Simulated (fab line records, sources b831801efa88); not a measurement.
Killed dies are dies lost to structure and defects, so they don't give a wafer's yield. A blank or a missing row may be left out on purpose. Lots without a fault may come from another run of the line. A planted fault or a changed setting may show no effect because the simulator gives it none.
Which tool did it? | flow gf180mcu | 11 lots, 33 wafers sampled, at 6 steps of a route of 602

WHAT THE GAUGES READ, wafer by wafer
GF_NSD_TW_MEAS_12.
lot  | measured     | on            | NSD_TW
L154 | day 13 07:56 | film_metro-02 | 4207 4218 4220
L156 | day 13 22:55 | film_metro-01 | 4005 4007 3995
L158 | day 14 20:08 | film_metro-02 | 3944 3977 3948
L167 | day 17 22:21 | film_metro-01 | 4293 4316 4311
L168 | day 18 10:53 | film_metro-03 | 4285 4247 4256
L169 | day 18 21:31 | film_metro-01 | 4272 4277 4264
L170 | day 18 22:07 | film_metro-01 | 4316 4290 4302
L171 | day 19 08:28 | film_metro-02 | 4217 4187 4194
L175 | day 20 15:49 | film_metro-01 | 4288 4286 4298
L176 | day 21 00:28 | film_metro-01 | 4315 4338 4303
L177 | day 21 05:22 | film_metro-03 | 4276 4290 4280

GF_PSD_RS_MEAS_14: measures by four-point-probe.
lot  | measured     | on            | NSD_RS (ohm/sq)
L154 | day 14 04:49 | film_metro-01 | 46.24 46.03 46.20
L156 | day 14 19:34 | film_metro-02 | 51.94 52.09 52.05
L158 | day 15 18:07 | film_metro-01 | 52.10 52.06 52.04
L167 | day 18 21:53 | film_metro-03 | 46.24 46.26 46.23
L168 | day 19 10:03 | film_metro-03 | 46.20 46.12 46.17
L169 | day 19 22:08 | film_metro-02 | 46.16 46.07 46.23
L170 | day 19 22:41 | film_metro-01 | 46.23 46.37 46.36
L171 | day 20 09:26 | film_metro-03 | 46.27 46.21 46.26
L175 | day 21 16:09 | film_metro-01 | 46.28 46.23 46.33
L176 | day 22 00:10 | film_metro-02 | 46.32 46.24 46.17
L177 | day 22 05:04 | film_metro-01 | 46.24 46.28 46.22

GF_V2_OVL_MEAS_15.
lot  | measured     | on         | V2_OVL (nm)
L154 | day 20 04:45 | overlay-01 | 3 -7 0
L156 | day 20 21:47 | overlay-02 | 10 15 7
L158 | day 21 22:20 | overlay-01 | 2 4 -3
L167 | day 25 02:20 | overlay-02 | 1 6 2
L168 | day 25 11:29 | overlay-02 | 9 12 12
L169 | day 25 23:02 | overlay-02 | 4 3 1
L170 | day 25 23:51 | overlay-02 | 3 4 11
L171 | day 26 08:20 | overlay-01 | 3 4 -4
L175 | day 27 11:41 | overlay-02 | 12 16 10
L176 | day 27 17:55 | overlay-02 | 3 0 0
L177 | day 27 22:31 | overlay-01 | 2 -4 -4

WHICH TOOL RAN EACH LOT (tool, then ch and the chambers of the sampled wafers, then the start)
lot  | GF_NSD_IMPLANT_09               | GF_NSD_STRIP_11                      | GF_V1_SPUTTER_22
L154 | implanter-01 ch 0, day 13 07:35 | plasma_asher-04 ch 0,1, day 13 07:51 | pvd_sputter-03, day 18 02:13
L156 | implanter-01 ch 0, day 13 22:31 | plasma_asher-04 ch 0,1, day 13 22:49 | pvd_sputter-02, day 18 18:47
L158 | implanter-01 ch 0, day 14 19:41 | plasma_asher-04 ch 0,1, day 14 20:02 | pvd_sputter-02, day 19 19:56
L167 | implanter-02 ch 0, day 17 21:59 | plasma_asher-04 ch 0,1, day 17 22:16 | pvd_sputter-02, day 23 03:45
L168 | implanter-01 ch 0, day 18 10:29 | plasma_asher-04 ch 0, day 18 10:47   | pvd_sputter-01, day 23 13:47
L169 | implanter-01 ch 0, day 18 21:07 | plasma_asher-03 ch 1, day 18 21:25   | pvd_sputter-02, day 24 01:46
L170 | implanter-01 ch 0, day 18 21:44 | plasma_asher-03 ch 0,1, day 18 22:01 | pvd_sputter-01, day 24 01:49
L171 | implanter-01 ch 0, day 19 08:04 | plasma_asher-04 ch 0,1, day 19 08:22 | pvd_sputter-01, day 24 10:52
L175 | implanter-01 ch 0, day 20 15:26 | plasma_asher-01 ch 0,1, day 20 15:43 | pvd_sputter-01, day 25 16:07
L176 | implanter-01 ch 0, day 21 00:07 | plasma_asher-01 ch 0,1, day 21 00:22 | pvd_sputter-03, day 25 22:37
L177 | implanter-01 ch 0, day 21 04:58 | plasma_asher-03 ch 0,1, day 21 05:16 | pvd_sputter-01, day 26 03:49
- GF_NSD_IMPLANT_09
- GF_NSD_STRIP_11: strips in O2/N2.
- GF_V1_SPUTTER_22: material TiN, target thk 10 nm, time 40 s.

WHAT THE TOOLS THEMSELVES READ (means of the sampled wafers that have a number; where no wafer has one, the mark that the record gives instead)
GF_NSD_IMPLANT_09.
lot  | tool         | beam_energy_keV | end_station_pressure_torr (Torr)
L154 | implanter-01 | 60.014          | 1.13e-05
L156 | implanter-01 | 40.247          | 1.19e-05
L158 | implanter-01 | 40.246          | 1.18e-05
L167 | implanter-02 | 60.004          | 1.40e-05
L168 | implanter-01 | 59.994          | 1.17e-05
L169 | implanter-01 | 59.982          | 1.16e-05
L170 | implanter-01 | 60.007          | 1.24e-05
L171 | implanter-01 | 60.000          | 1.19e-05
L175 | implanter-01 | 60.010          | 1.23e-05
L176 | implanter-01 | 60.001          | 1.19e-05
L177 | implanter-01 | 59.986          | 1.19e-05

GF_NSD_STRIP_11.
lot  | tool            | chamber_pressure_mTorr (mTorr) | drypump_motor_current_A (A) | heater_power_w (W) | oes_product_au (a.u.) | strip_time_to_endpoint_s (s)
L154 | plasma_asher-04 | 1500                           | 5.5                         | 311                | 0.480                 | 22.93
L156 | plasma_asher-04 | 1499                           | 5.3                         | 302                | 0.521                 | 20.40
L158 | plasma_asher-04 | 1499                           | 5.3                         | 302                | 0.520                 | 20.43
L167 | plasma_asher-04 | 1501                           | 5.4                         | 298                | 0.491                 | 22.94
L168 | plasma_asher-04 | 1499                           | 5.7                         | 323                | 0.490                 | 23.02
L169 | plasma_asher-03 | 1501                           | 6.6                         | 361                | 0.486                 | 22.94
L170 | plasma_asher-03 | 1500                           | 6.6                         | 332                | 0.485                 | 22.95
L171 | plasma_asher-04 | 1499                           | 5.5                         | 311                | 0.485                 | 22.94
L175 | plasma_asher-01 | 1501                           | 5.6                         | 310                | 0.484                 | 22.92
L176 | plasma_asher-01 | 1500                           | 5.5                         | 317                | 0.487                 | 22.99
L177 | plasma_asher-03 | 1500                           | 6.6                         | 333                | 0.488                 | 22.89

GF_V1_SPUTTER_22.
lot  | tool           | throttle_valve_pct (%)
L154 | pvd_sputter-03 | 29.8
L156 | pvd_sputter-02 | 29.7
L158 | pvd_sputter-02 | 29.8
L167 | pvd_sputter-02 | 30.4
L168 | pvd_sputter-01 | 29.4
L169 | pvd_sputter-02 | 29.1
L170 | pvd_sputter-01 | 28.9
L171 | pvd_sputter-01 | 29.9
L175 | pvd_sputter-01 | 29.7
L176 | pvd_sputter-03 | 29.5
L177 | pvd_sputter-01 | 29.6

THE ANSWER, worked out from the rows above alone
Rule: what is usual is taken from the lots themselves. Put in order of their means at a reading, lots are off if they are a third of the lots or fewer, leave a main group of 4 or more, and stand apart from it by a gap of 3 or more times the standard deviation of the main group's means; of several such gaps the widest counts. A main group whose means are all the same, to the digits that the tables above print for the reading, isn't used. A lot without any number at a reading at which 4 lots or more have one is off too. The other lots that the step has rows for count as sound. The gauges are gone through in route order, then the tools' own readings, and for those a lot's mean is taken as printed above. The first step at which some lot is off is used, and at that step the reading that is off furthest; a lot without a number counts as furthest.
Off: L156, L158, at GF_NSD_TW_MEAS_12 (NSD_TW). The main group: mean 4272, standard deviation 39.
A tool fits if, at a process step before that reading, it ran every lot that is off, and no sound lot after the first of them. The gauges at GF_NSD_TW_MEAS_12 aren't tried: what is off there is off at GF_NSD_IMPLANT_09 too, on other tools, and a gauge's error can't cause that. None of those tried fits.

WHAT THE SIMULATOR HAD PUT IN
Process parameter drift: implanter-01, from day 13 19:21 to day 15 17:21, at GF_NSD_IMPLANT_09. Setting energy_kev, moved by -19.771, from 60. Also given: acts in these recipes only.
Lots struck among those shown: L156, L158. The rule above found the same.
